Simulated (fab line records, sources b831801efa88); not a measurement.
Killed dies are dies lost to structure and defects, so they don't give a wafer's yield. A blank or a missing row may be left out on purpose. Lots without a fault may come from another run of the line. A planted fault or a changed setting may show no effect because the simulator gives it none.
fab line records | flow sky130 | part 1 of 2: steps 1 to 26 of 39
record lots=5 wafers=15 last_day=50
route steps=708 shown VIA1@481 METAL2@483 VIA2@507
lots that met no fault: from a run of the same line without faults
start_h: hours from the record's first day to the start of the lot's first wafer shown | wait_h: hours since the lot's step before | " the same as in the row above | L1.1+2: a row that stands for several wafers | - no value, or no start given | * or withheld: withheld | < > ~ a bound
route shown NAME@n: a module of which the file shows steps, and the number in the route of the first | usual: mean/standard deviation of fault-free wafers | same: alike in all rows | chamber/n: place in a boat | sites: the reading at each site | _std_site: their standard deviation | _edge_site: outer sites' mean less inner sites' | radius_mm: how far each site lies from the wafer's centre | mask NAME#n: copy n | behind: the tool/chamber that last shaped the wafer | hold: why the lot was held/for how many hours/how that ended | device: the transistor (n, p or np) that didn't switch | end of line: the same wafers' tests at the end of the route | a step without rows: its recipe alone | killed: dies lost to structure and defects at the first sort, not the wafer's yield | map: a wafer's dies, x killed, . not, _ none there
set.NAME: the setting as run; set.NAME@STEP: as run at that earlier step | model.NAME: the simulator's own value behind a step, which no gauge read
lots at some steps of the route; a table a step, a row a wafer
services: from which hour (start_h, from the record's first day; less than 0 if before it) a tool's chamber was out of use, for how many hours, and why
## steps
# step SKY_VIA1_THK_MEAS_23
# recipe thk_meas_gauge=xrf reads=W_of_VIA1_CVD_21
# usual VIA1_W_THK=270/3.8
# columns lot.wafer tool chamber start_h wait_h VIA1_W_THK[nm]
L074.3 film_metro-03 - 791.41 0.1 266
L074.4 " - " " 268
L074.6 " - " " 269
L076.1 film_metro-01 - 805.73 0.1 268
L076.2 " - " " 270
L076.4 " - " " 272
L090.1 film_metro-01 - 908.24 0.1 278
L090.4 " - " " 275
L090.6 " - " " 279
L094.2 film_metro-01 - 943.37 0.1 269
L094.4 " - " " 267
L094.6 " - " " 261
L097.2 film_metro-01 - 959.05 0.1 267
L097.5 " - " " 269
L097.6 " - " " 267
# step SKY_VIA1_CMP_24
# recipe stop_on=SiO2 t_overpolish_s=15 down_force_psi=3.5 platen_rpm=60 target_thk_nm=0 pad_velocity_m_s=0.94248
# usual head_pressure_psi=3.500/0.007 motor_current_A=11.8/1.1 overpolish_run_s=15.001/0.0083 slurry_filter_dp_kPa=13.48/0.14 time_to_endpoint_s=64.6/2.8
# columns lot.wafer tool chamber start_h wait_h head_pressure_psi motor_current_A overpolish_run_s slurry_filter_dp_kPa time_to_endpoint_s
L074.4 cmp-01 1 791.50 0.1 3.505 14.3 14.995 13.70 61.9
L074.3 " 2 " " 3.499 11.6 15.009 13.67 62.2
L074.6 " 0 " " 3.512 13.1 15.011 13.48 70.6
L076.1 cmp-02 0 805.84 0.1 3.497 12.1 15.003 13.55 63.5
L076.2 " 1 " " 3.502 10.9 14.992 13.29 64.9
L076.4 " 2 " " 3.493 11.8 14.988 13.30 66.0
L090.1 cmp-02 3 908.40 0.1 3.490 13.0 14.990 13.34 64.5
L090.4 " 0 " " 3.497 11.3 14.997 13.52 62.6
L090.6 " 2 " " 3.501 12.8 15.000 13.35 66.3
L094.4 cmp-01 3 943.47 0.1 3.503 9.7 14.989 13.38 62.4
L094.2 " 1 " " 3.506 14.6 14.996 13.78 63.4
L094.6 " 2 " " 3.505 11.4 14.988 13.55 61.5
L097.2 cmp-01 0 959.20 0.1 3.498 12.2 14.995 13.46 68.3
L097.6 " 2 " " 3.497 11.6 14.997 13.52 62.8
L097.5 " 3 " " 3.503 10.2 15.008 13.55 67.1
# step SKY_METAL2_SPUTTER_00
# recipe material=Ti target_thk_nm=15 power_w=3000 time_s=10 chamber_pressure_pa=0.4
# usual chamber_pressure_pa=0.4000/0.00088 throttle_valve_pct=30.1/1.2
# same time_s=10
# columns lot.wafer tool chamber start_h wait_h chamber_pressure_pa throttle_valve_pct
L074.3 pvd_sputter-02 - 791.75 0.1 0.4001 31.4
L074.4 " - " " 0.4008 30.3
L074.6 " - " " 0.4022 31.4
L076.1 pvd_sputter-01 - 806.09 0.2 0.4009 30.2
L076.2 " - " " 0.4002 31.2
L076.4 " - " " 0.4017 30.4
L090.1 pvd_sputter-03 - 908.60 0.1 0.4005 29.2
L090.4 " - " " 0.3998 30.2
L090.6 " - " " 0.4002 29.4
L094.2 pvd_sputter-02 - 943.72 0.1 0.4011 30.0
L094.4 " - " " 0.4011 29.6
L094.6 " - " " 0.3993 31.2
L097.2 pvd_sputter-01 - 959.40 0.1 0.3999 30.9
L097.5 " - " " 0.3999 30.6
L097.6 " - " " 0.3990 31.0
# step SKY_METAL2_SPUTTER_01
# recipe material=TiN target_thk_nm=20 power_w=6500 time_s=16.7 chamber_pressure_pa=0.4
# usual chamber_pressure_pa=0.4000/0.00083 throttle_valve_pct=30.1/1.2
# same time_s=16.7
# columns lot.wafer tool chamber start_h wait_h chamber_pressure_pa throttle_valve_pct
L074.3 pvd_sputter-02 - 791.77 0.0 0.3984 31.3
L074.4 " - " " 0.4010 30.3
L074.6 " - " " 0.4005 31.6
L076.1 pvd_sputter-01 - 806.11 0.0 0.3997 30.3
L076.2 " - " " 0.4015 30.9
L076.4 " - " " 0.4007 30.7
L090.1 pvd_sputter-03 - 908.62 0.0 0.4000 29.1
L090.4 " - " " 0.3999 30.3
L090.6 " - " " 0.4010 29.2
L094.2 pvd_sputter-02 - 943.74 0.0 0.4009 30.3
L094.4 " - " " 0.4006 29.7
L094.6 " - " " 0.3996 31.7
L097.2 pvd_sputter-01 - 959.42 0.0 0.4002 31.2
L097.5 " - " " 0.3994 30.9
L097.6 " - " " 0.4004 31.0
# step SKY_METAL2_SPUTTER_02
# recipe material=AlCu target_thk_nm=250 power_w=10600 time_s=13.3 chamber_pressure_pa=0.4
# usual chamber_pressure_pa=0.4000/0.00078 throttle_valve_pct=30.1/1.2
# same time_s=13.3
# columns lot.wafer tool chamber start_h wait_h chamber_pressure_pa throttle_valve_pct
L074.3 pvd_sputter-02 - 791.80 0.0 0.4007 31.3
L074.4 " - " " 0.3997 30.2
L074.6 " - " " 0.4000 31.5
L076.1 pvd_sputter-01 - 806.14 0.0 0.4000 30.4
L076.2 " - " " 0.3994 30.8
L076.4 " - " " 0.4009 30.7
L090.1 pvd_sputter-03 - 908.64 0.0 0.4007 29.3
L090.4 " - " " 0.3989 30.0
L090.6 " - " " 0.4005 29.3
L094.2 pvd_sputter-02 - 943.77 0.0 0.4006 30.2
L094.4 " - " " 0.3995 29.5
L094.6 " - " " 0.4011 31.3
L097.2 pvd_sputter-01 - 959.44 0.0 0.4004 31.0
L097.5 " - " " 0.3992 30.6
L097.6 " - " " 0.4011 31.0
# step SKY_METAL2_SPUTTER_03
# recipe material=Ti target_thk_nm=5 power_w=3000 time_s=3.3 chamber_pressure_pa=0.4
# usual chamber_pressure_pa=0.4001/0.00075 throttle_valve_pct=30.0/1.1
# same time_s=3.3
# columns lot.wafer tool chamber start_h wait_h chamber_pressure_pa throttle_valve_pct
L074.3 pvd_sputter-02 - 791.82 0.0 0.4000 31.4
L074.4 " - " " 0.3989 30.0
L074.6 " - " " 0.4004 31.4
L076.1 pvd_sputter-01 - 806.16 0.0 0.4003 30.6
L076.2 " - " " 0.3988 31.0
L076.4 " - " " 0.3988 30.4
L090.1 pvd_sputter-03 - 908.67 0.0 0.4001 29.1
L090.4 " - " " 0.4008 30.2
L090.6 " - " " 0.4010 29.2
L094.2 pvd_sputter-02 - 943.79 0.0 0.3998 30.2
L094.4 " - " " 0.3991 29.6
L094.6 " - " " 0.4002 31.2
L097.2 pvd_sputter-01 - 959.47 0.0 0.3994 31.0
L097.5 " - " " 0.3997 30.7
L097.6 " - " " 0.3998 31.0
# step SKY_METAL2_SPUTTER_04
# recipe material=TiN target_thk_nm=70 power_w=6500 time_s=56.63 chamber_pressure_pa=0.4
# usual chamber_pressure_pa=0.4000/0.00085 throttle_valve_pct=30.0/1.2
# same time_s=56.63
# columns lot.wafer tool chamber start_h wait_h chamber_pressure_pa throttle_valve_pct
L074.3 pvd_sputter-02 - 791.84 0.0 0.4008 31.5
L074.4 " - " " 0.4008 30.2
L074.6 " - " " 0.4013 31.6
L076.1 pvd_sputter-01 - 806.18 0.0 0.4003 30.5
L076.2 " - " " 0.4008 30.9
L076.4 " - " " 0.3991 30.6
L090.1 pvd_sputter-03 - 908.69 0.0 0.4007 29.2
L090.4 " - " " 0.4007 30.1
L090.6 " - " " 0.4012 29.4
L094.2 pvd_sputter-02 - 943.81 0.0 0.4000 30.6
L094.4 " - " " 0.3991 29.5
L094.6 " - " " 0.4000 31.3
L097.2 pvd_sputter-01 - 959.49 0.0 0.3997 30.9
L097.5 " - " " 0.4007 30.8
L097.6 " - " " 0.4007 30.9
# step SKY_METAL2_RS_MEAS_05
# recipe thk_meas_gauge=four-point-probe reads=TiN_of_METAL2_SPUTTER_04+Ti_of_METAL2_SPUTTER_03+AlCu_of_METAL2_SPUTTER_02+TiN_of_METAL2_SPUTTER_01+Ti_of_METAL2_SPUTTER_00
# usual METAL2_ALCU_RS=0.1264/0.0011
# columns lot.wafer tool chamber start_h wait_h METAL2_ALCU_RS[ohm/sq]
L074.3 film_metro-02 - 791.93 0.1 0.1254
L074.4 " - " " 0.1251
L074.6 " - " " 0.1256
L076.1 film_metro-03 - 806.23 0.0 0.1277
L076.2 " - " " 0.1307
L076.4 " - " " 0.1260
L090.1 film_metro-03 - 908.74 0.0 0.1267
L090.4 " - " " 0.1250
L090.6 " - " " 0.1255
L094.2 film_metro-03 - 943.88 0.0 0.1251
L094.4 " - " " 0.1265
L094.6 " - " " 0.1261
L097.2 film_metro-04 - 959.56 0.0 0.1271
L097.5 " - " " 0.1274
L097.6 " - " " 0.1273
# step SKY_METAL2_THK_MEAS_06
# recipe thk_meas_gauge=xrf reads=AlCu_of_METAL2_SPUTTER_02
# usual METAL2_ALCU_THK=250.4/2.5
# columns lot.wafer tool chamber start_h wait_h METAL2_ALCU_THK[nm]
L074.3 film_metro-02 - 792.03 0.1 251.4
L074.4 " - " " 252.3
L074.6 " - " " 251.6
L076.1 film_metro-03 - 806.35 0.1 246.9
L076.2 " - " " 241.9
L076.4 " - " " 249.9
L090.1 film_metro-03 - 908.86 0.1 248.0
L090.4 " - " " 252.4
L090.6 " - " " 251.3
L094.2 film_metro-03 - 943.99 0.1 248.6
L094.4 " - " " 248.2
L094.6 " - " " 248.2
L097.2 film_metro-04 - 959.67 0.1 249.8
L097.5 " - " " 250.7
L097.6 " - " " 248.6
# step SKY_METAL2_DEHYDRATE_07
# recipe temp_c=200 time_s=60
# same time_s=60
# columns lot.wafer tool chamber start_h wait_h
L074.3+4+6 litho_track-01 0 803.97 11.9
L076.1+2+4 litho_track-01 0 819.17 12.8
L090.1+4+6 litho_track-04 0 920.83 12.0
L094.2+4+6 litho_track-04 0 955.25 11.3
L097.2+5+6 litho_track-01 0 971.19 11.5
# step SKY_METAL2_HMDS_08
# recipe prime_time_s=60 prime_temp_c=120
# columns lot.wafer tool chamber start_h wait_h
L074.3+4+6 litho_track-01 0 804.12 0.1
L076.1+2+4 litho_track-01 0 819.32 0.1
L090.1+4+6 litho_track-04 0 920.98 0.1
L094.2+4+6 litho_track-04 0 955.40 0.1
L097.2+5+6 litho_track-01 0 971.34 0.1
# step SKY_METAL2_COAT_09
# recipe resist=BARC temp_c=withheld time_s=withheld spin_rpm=3000 resist_thk_nm=60
# columns lot.wafer tool chamber start_h wait_h
L074.3+4+6 litho_track-01 0 804.27 0.1
L076.1+2+4 litho_track-01 0 819.47 0.1
L090.1+4+6 litho_track-04 0 921.13 0.1
L094.2+4+6 litho_track-04 0 955.55 0.1
L097.2+5+6 litho_track-01 0 971.49 0.1
# step SKY_METAL2_COAT_10
# recipe resist=KrF-thick spin_rpm=3000 resist_thk_nm=450
# columns lot.wafer tool chamber start_h wait_h
L074.3+4+6 litho_track-01 0 - -
L076.1+2+4 litho_track-01 0 - -
L090.1+4+6 litho_track-04 0 - -
L094.2+4+6 litho_track-04 0 - -
L097.2+5+6 litho_track-01 0 - -
# step SKY_METAL2_SOFTBAKE_11
# recipe temp_c=100 time_s=90 resist=KrF-thick
# same time_s=90
# columns lot.wafer tool chamber start_h wait_h
L074.3+4+6 litho_track-01 0 - -
L076.1+2+4 litho_track-01 0 - -
L090.1+4+6 litho_track-04 0 - -
L094.2+4+6 litho_track-04 0 - -
L097.2+5+6 litho_track-01 0 - -
# step SKY_METAL2_EXPOSE_12
# recipe mask_id=MM2 na=0.8 source_shape=annular sigma_inner=0.55 sigma_outer=0.85 target_cd_nm=140 dose_mj=28
# usual stage_vel_mm_s=500.02/0.23
# same sigma_inner=0.55
# columns lot.wafer tool chamber start_h wait_h mask stage_vel_mm_s
L074.3 krf_scanner-02 0 - - MM2#0 499.68
L074.4 " 0 " " MM2#0 499.62
L074.6 " 0 " " MM2#0 500.15
L076.1 krf_scanner-02 0 - - MM2#0 499.80
L076.2 " 0 " " MM2#0 500.00
L076.4 " 0 " " MM2#0 499.82
L090.1 krf_scanner-02 0 - - MM2#0 499.85
L090.4 " 0 " " MM2#0 500.18
L090.6 " 0 " " MM2#0 499.84
L094.2 krf_scanner-01 0 - - MM2#0 500.00
L094.4 " 0 " " MM2#0 500.17
L094.6 " 0 " " MM2#0 500.17
L097.2 krf_scanner-01 0 - - MM2#0 500.29
L097.5 " 0 " " MM2#0 499.89
L097.6 " 0 " " MM2#0 500.06
# step SKY_METAL2_PEB_13
# recipe peb_temp_c=withheld peb_time_s=withheld resist=KrF-thick
# columns lot.wafer tool chamber start_h wait_h
L074.3+4+6 litho_track-03 0 - -
L076.1+2+4 litho_track-04 0 - -
L090.1+4+6 litho_track-01 0 - -
L094.2+4+6 litho_track-03 0 - -
L097.2+5+6 litho_track-04 0 - -
# step SKY_METAL2_DEVELOP_14
# recipe develop_time_s=60 resist=KrF-thick dev_temp_c=21
# columns lot.wafer tool chamber start_h wait_h
L074.3+4+6 litho_track-03 0 - -
L076.1+2+4 litho_track-04 0 - -
L090.1+4+6 litho_track-01 0 - -
L094.2+4+6 litho_track-03 0 - -
L097.2+5+6 litho_track-04 0 - -
# step SKY_METAL2_CD_MEAS_15
# recipe target_cd_nm=140
# usual cd_nm=139.8/1.7
# columns lot.wafer tool chamber start_h wait_h cd_nm
L074.3 cd_sem-01 - 818.16 - 139.6
L074.4 " - " " 138.8
L074.6 " - " " 137.8
L076.1 cd_sem-01 - 832.29 - 137.7
L076.2 " - " " 137.1
L076.4 " - " " 136.4
L090.1 cd_sem-02 - 932.97 - 142.7
L090.4 " - " " 141.5
L090.6 " - " " 143.0
L094.2 cd_sem-01 - 968.74 - 137.8
L094.4 " - " " 138.2
L094.6 " - " " 139.6
L097.2 cd_sem-02 - 983.50 - 141.2
L097.5 " - " " 140.8
L097.6 " - " " 141.0
# step SKY_METAL2_OVL_MEAS_16
# usual METAL2_OVL=-2/5.3
# columns lot.wafer tool chamber start_h wait_h METAL2_OVL[nm]
L074.3 overlay-02 - 818.25 0.1 -5
L074.4 " - " " -6
L074.6 " - " " -9
L076.1 overlay-02 - 832.41 0.1 3
L076.2 " - " " 1
L076.4 " - " " -3
L090.1 overlay-02 - 933.09 0.1 -6
L090.4 " - " " 9
L090.6 " - " " 6
L094.2 overlay-01 - 968.85 0.1 5
L094.4 " - " " 4
L094.6 " - " " 0
L097.2 overlay-02 - 983.60 0.1 -13
L097.5 " - " " -7
L097.6 " - " " -11
# step SKY_METAL2_DESCUM_17
# recipe chemistry=O2 source_power_w=150 bias_power_w=0 pressure_mtorr=10 temp_c=40 time_s=8
# usual drypump_motor_current_A=5.61/0.29 oes_product_au=0.995/0.011
# same time_s=8
# columns lot.wafer tool chamber start_h wait_h drypump_motor_current_A oes_product_au rf_hours_counter_h
L074.3 rie_metal-04 1 818.29 0.0 5.49 0.992 -
L074.4 " 0 " " 5.74 0.973 -
L074.6 " 0 " " 5.76 0.982 -
L076.1 rie_metal-02 0 832.44 0.0 5.11 0.993 0
L076.2 " 1 " " 5.75 0.991 3
L076.4 " 0 " " 5.11 0.992 -
L090.1 rie_metal-01 1 933.12 0.0 5.70 1.006 11
L090.4 " 1 " " 5.69 1.001 -
L090.6 " 0 " " 6.27 0.990 -
L094.2 rie_metal-04 1 968.88 0.0 5.49 0.986 12
L094.4 " 0 " " 5.75 0.998 -
L094.6 " 0 " " 5.74 0.989 -
L097.2 rie_metal-04 0 983.63 0.0 5.73 1.011 1
L097.5 " 0 " " 5.74 1.003 -
L097.6 " 1 " " 5.48 0.998 -
# step SKY_METAL2_ETCH_18
# recipe chemistry=N2/H2 target=BARC ion_energy_ev=200 bias_w=100 pressure_mtorr=30 n2_flow_sccm=100 h2_flow_sccm=200 icp_w=500 stop_on=SiO2 time_s=45.9 target_depth_a=600
# usual drypump_motor_current_A=5.61/0.3 oes_product_au=0.854/0.0043 throttle_valve_pct=13.225/0.0088
# same time_s=45.9
# columns lot.wafer tool chamber start_h wait_h drypump_motor_current_A oes_product_au rf_hours_counter_h throttle_valve_pct
L074.3 rie_metal-04 1 818.33 0.0 5.49 0.854 - 13.237
L074.4 " 0 " " 5.77 0.850 - 13.238
L074.6 " 0 " " 5.76 0.855 - 13.206
L076.1 rie_metal-02 0 832.47 0.0 5.07 0.856 0 13.224
L076.2 " 1 " " 5.76 0.855 3 13.233
L076.4 " 0 " " 5.06 0.852 - 13.231
L090.1 rie_metal-01 1 933.15 0.0 5.67 0.854 11 13.221
L090.4 " 1 " " 5.68 0.851 - 13.212
L090.6 " 0 " " 6.25 0.855 - 13.239
L094.2 rie_metal-04 1 968.91 0.0 5.49 0.855 12 13.233
L094.4 " 0 " " 5.72 0.859 - 13.228
L094.6 " 0 " " 5.73 0.847 - 13.211
L097.2 rie_metal-04 0 983.66 0.0 5.76 0.852 1 13.233
L097.5 " 0 " " 5.74 0.851 - 13.216
L097.6 " 1 " " 5.46 0.848 - 13.222
# step SKY_METAL2_METAL_ETCH_19
# recipe target_depth_a=3600 stop_on=SiO2 over_etch_frac=0.3 time_s=78 chemistry=Cl2/BCl3 resist_sidewall_deg=88 pressure_mtorr=10 icp_w=900 bias_w=48.5 Cl2_flow_sccm=60 bcl3_flow_sccm=30
# usual bcl3_flow_sccm=30.00/0.08 drypump_motor_current_A=5.61/0.3 oes_product_au=0.853/0.0056 throttle_valve_pct=22.264/0.0095
# same time_s=78
# columns lot.wafer tool chamber start_h wait_h bcl3_flow_sccm drypump_motor_current_A oes_product_au rf_hours_counter_h throttle_valve_pct
L074.3 rie_metal-04 1 818.40 0.1 29.98 5.49 0.860 - 22.283
L074.4 " 0 " " 30.04 5.71 0.848 - 22.264
L074.6 " 0 " " 29.91 5.73 0.854 - 22.247
L076.1 rie_metal-02 0 832.54 0.0 30.05 5.10 0.849 1 22.275
L076.2 " 1 " " 30.14 5.78 0.840 3 22.267
L076.4 " 0 " " 29.94 5.09 0.851 - 22.272
L090.1 rie_metal-01 1 933.22 0.0 30.12 5.69 0.855 11 22.254
L090.4 " 1 " " 29.94 5.71 0.859 - 22.244
L090.6 " 0 " " 30.01 6.25 0.859 - 22.272
L094.2 rie_metal-04 1 968.97 0.0 29.92 5.47 0.858 12 22.267
L094.4 " 0 " " 29.92 5.72 0.852 - 22.263
L094.6 " 0 " " 29.93 5.75 0.858 - 22.270
L097.2 rie_metal-04 0 983.73 0.0 30.06 5.71 0.852 1 22.273
L097.5 " 0 " " 29.99 5.72 0.854 - 22.261
L097.6 " 1 " " 29.99 5.50 0.854 - 22.266
# step SKY_METAL2_STRIP_20
# recipe chemistry=O2/N2 power_w=1400 pressure_mtorr=1500 platen_temp_c=withheld o2_flow_sccm=3000 n2_flow_sccm=300 overash_fraction=0.5
# usual drypump_motor_current_A=5.8/0.35 oes_product_au=0.344/0.0047 strip_time_to_endpoint_s=2.72/0.048
# columns lot.wafer tool chamber start_h wait_h drypump_motor_current_A oes_product_au rf_hours_counter_h strip_time_to_endpoint_s
L074.3 plasma_asher-03 0 818.50 0.1 6.3 0.339 - 2.72
L074.4 " 1 " " 5.4 0.340 - 2.77
L074.6 " 0 " " 6.2 0.343 - 2.74
L076.1 plasma_asher-03 0 832.63 0.1 6.3 0.343 9 2.75
L076.2 " 1 " " 5.4 0.358 9 2.72
L076.4 " 0 " " 6.2 0.352 - 2.73
L090.1 plasma_asher-04 0 933.31 0.1 5.4 0.346 52 2.69
L090.4 " 1 " " 5.8 0.340 - 2.65
L090.6 " 1 " " 5.8 0.340 - 2.68
L094.2 plasma_asher-04 0 969.06 0.1 5.4 0.342 57 2.69
L094.4 " 0 " " 5.4 0.337 - 2.66
L094.6 " 1 " " 5.8 0.345 - 2.68
L097.2 plasma_asher-04 0 983.82 0.1 5.5 0.341 59 2.68
L097.5 " 1 " " 5.8 0.337 - 2.66
L097.6 " 0 " " 5.4 0.350 - 2.74
# step SKY_METAL2_STRIP_21
# recipe chemistry=post_etch_residue_remover time_s=1200 temp_c=72.5
# same time_s=1200
# columns lot.wafer tool chamber start_h wait_h
L074.3+4+6 wet_bench-01 1 818.56 0.0
L076.1+2+4 wet_bench-04 0 832.73 0.1
L090.1+4+6 wet_bench-01 2 933.41 0.1
L094.2+4+6 wet_bench-04 2 969.16 0.1
L097.2+5+6 wet_bench-03 3 983.92 0.1
# step SKY_METAL2_CLEAN_22
# recipe chemistry=IPA time_s=180 temp_c=25
# same time_s=180
# columns lot.wafer tool chamber start_h wait_h
L074.3+4+6 wet_bench-03 3 818.94 0.0
L076.1+2+4 wet_bench-03 2 833.07 0.0
L090.1+4+6 wet_bench-04 2 933.75 0.0
L094.2+4+6 wet_bench-04 3 969.51 0.0
L097.2+5+6 wet_bench-01 2 984.26 0.0
# step SKY_METAL2_CLEAN_23
# recipe chemistry=O3/DIW dry=n2_spin
# columns lot.wafer tool chamber start_h wait_h
L074.3+4+6 wet_bench-01 0 818.99 0.0
L076.1+2+4 wet_bench-04 3 833.13 0.0
L090.1+4+6 wet_bench-03 2 933.81 0.0
L094.2+4+6 wet_bench-04 3 969.56 0.0
L097.2+5+6 wet_bench-04 3 984.32 0.0
